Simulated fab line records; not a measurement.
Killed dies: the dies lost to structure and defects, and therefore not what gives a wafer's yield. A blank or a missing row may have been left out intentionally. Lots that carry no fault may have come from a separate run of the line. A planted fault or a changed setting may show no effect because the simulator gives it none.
Shared-tool check | flow sky130 | Sample size 12 lots and 45 wafers

## THE REASON FOR OPENING IT
3 of 12 lots carry a flag on the reading VT_ADJUST_NCORE_TW at SKY_VT_ADJUST_NCORE_TW_MEAS_11. No-fault wafers: 221.1, standard deviation 1.7.
Rule: a lot gets a flag if all its wafers with a number sit over 4 standard deviations from that mean, or if no wafer of it has a number. As for the other lots, they are considered sound.

lot  | measured     | on            | VT_ADJUST_NCORE_TW, wafer by wafer  | flag
L966 | day 8 22:14  | film-metro-02 | 218.9 219.4 219.8                   |
L968 | day 9 09:56  | film-metro-02 | 218.9 220.0 219.8                   |
L970 | day 9 22:27  | film-metro-04 | 224.1 224.1 224.2                   |
L971 | day 10 08:29 | film-metro-01 | 220.4 220.8 220.4                   |
L972 | day 10 14:34 | film-metro-01 | 219.5 220.6 221.4                   |
L973 | day 10 21:42 | film-metro-01 | 269.2 268.9 267.7 268.7 269.3 267.6 | FLAGGED
L976 | day 11 21:29 | film-metro-01 | 269.2 269.1 269.1 267.4 269.6 268.0 | FLAGGED
L977 | day 12 07:29 | film-metro-01 | 219.4 218.8 219.5                   |
L979 | day 12 23:01 | film-metro-01 | 267.8 267.5 267.8 266.9 267.9 268.1 | FLAGGED
L984 | day 14 05:55 | film-metro-04 | 221.4 222.8 224.2                   |
L988 | day 15 10:10 | film-metro-02 | 220.4 221.7 221.6                   |
L989 | day 15 16:31 | film-metro-02 | 221.1 218.4 220.5                   |
The mean of the flagged lots' numbers is 268.3, +47.2 from the usual (+28 standard deviations).

## TOOL THAT RAN EACH LOT
The record holds 2 process steps before the reading, out of a route of 708 steps. Each cell gives the tool, then ch followed by the chambers the sampled wafers passed through, then the start.
lot  | flag    | SKY_DNWELL_STRIP_08                 | SKY_VT_ADJUST_NCORE_IMPLANT_09
L966 |         | plasma-asher-03 ch 0,1, day 3 08:09 | implanter-01 ch 0, day 8 21:59
L968 |         | plasma-asher-04 ch 0,1, day 3 15:59 | implanter-02 ch 0, day 9 09:43
L970 |         | plasma-asher-02 ch 0,1, day 4 02:15 | implanter-02 ch 0, day 9 22:12
L971 |         | plasma-asher-02 ch 0,1, day 4 09:00 | implanter-01 ch 0, day 10 08:17
L972 |         | plasma-asher-03 ch 0,1, day 4 16:03 | implanter-02 ch 0, day 10 14:20
L973 | FLAGGED | plasma-asher-02 ch 0,1, day 4 20:34 | implanter-03 ch 0, day 10 20:59
L976 | FLAGGED | plasma-asher-02 ch 0,1, day 5 15:18 | implanter-03 ch 0, day 11 20:56
L977 |         | plasma-asher-02 ch 0,1, day 5 20:08 | implanter-01 ch 0, day 12 07:16
L979 | FLAGGED | plasma-asher-04 ch 0,1, day 6 07:20 | implanter-01 ch 0, day 12 22:29
L984 |         | plasma-asher-03 ch 0, day 7 06:36   | implanter-01 ch 0, day 14 05:40
L988 |         | plasma-asher-03 ch 0,1, day 8 02:21 | implanter-03 ch 0, day 15 09:55
L989 |         | plasma-asher-04 ch 0,1, day 8 06:01 | implanter-01 ch 0, day 15 16:17
What is done by these steps:
- SKY_DNWELL_STRIP_08: strips in O2/N2.
- SKY_VT_ADJUST_NCORE_IMPLANT_09
- SKY_VT_ADJUST_NCORE_TW_MEAS_11

## FLAGGED OVER TOTAL, TOOL BY TOOL (the gauges that took the reading come last)
step                           | tool            | lots run | flagged | share of the flagged lots | sound lots run after its first flagged lot
SKY_DNWELL_STRIP_08            | plasma-asher-02 | 5        | 2       | some                      | 1 (L977)
SKY_DNWELL_STRIP_08            | plasma-asher-03 | 4        | 0       | none                      | -
SKY_DNWELL_STRIP_08            | plasma-asher-04 | 3        | 1       | some                      | 1 (L989)
SKY_VT_ADJUST_NCORE_IMPLANT_09 | implanter-01    | 6        | 1       | some                      | 2 (L984,L989)
SKY_VT_ADJUST_NCORE_IMPLANT_09 | implanter-02    | 3        | 0       | none                      | -
SKY_VT_ADJUST_NCORE_IMPLANT_09 | implanter-03    | 3        | 2       | some                      | 1 (L988)
SKY_VT_ADJUST_NCORE_TW_MEAS_11 | film-metro-01   | 6        | 3       | all                       | 1 (L977)
SKY_VT_ADJUST_NCORE_TW_MEAS_11 | film-metro-02   | 4        | 0       | none                      | -
SKY_VT_ADJUST_NCORE_TW_MEAS_11 | film-metro-04   | 2        | 0       | none                      | -

## THE TABLE: WHAT IT ALLOWS
1 row of the table ran every flagged lot: film-metro-01 at SKY_VT_ADJUST_NCORE_TW_MEAS_11.
- film-metro-01 at SKY_VT_ADJUST_NCORE_TW_MEAS_11: 3 of its 6 lots flagged. Sound lots ran on it after the first flagged one (L977), which a lasting fault on the whole tool wouldn't allow.
No row of the table ran every flagged lot and no sound lot after the first.

## WHAT WAS PUT IN BY THE SIMULATOR
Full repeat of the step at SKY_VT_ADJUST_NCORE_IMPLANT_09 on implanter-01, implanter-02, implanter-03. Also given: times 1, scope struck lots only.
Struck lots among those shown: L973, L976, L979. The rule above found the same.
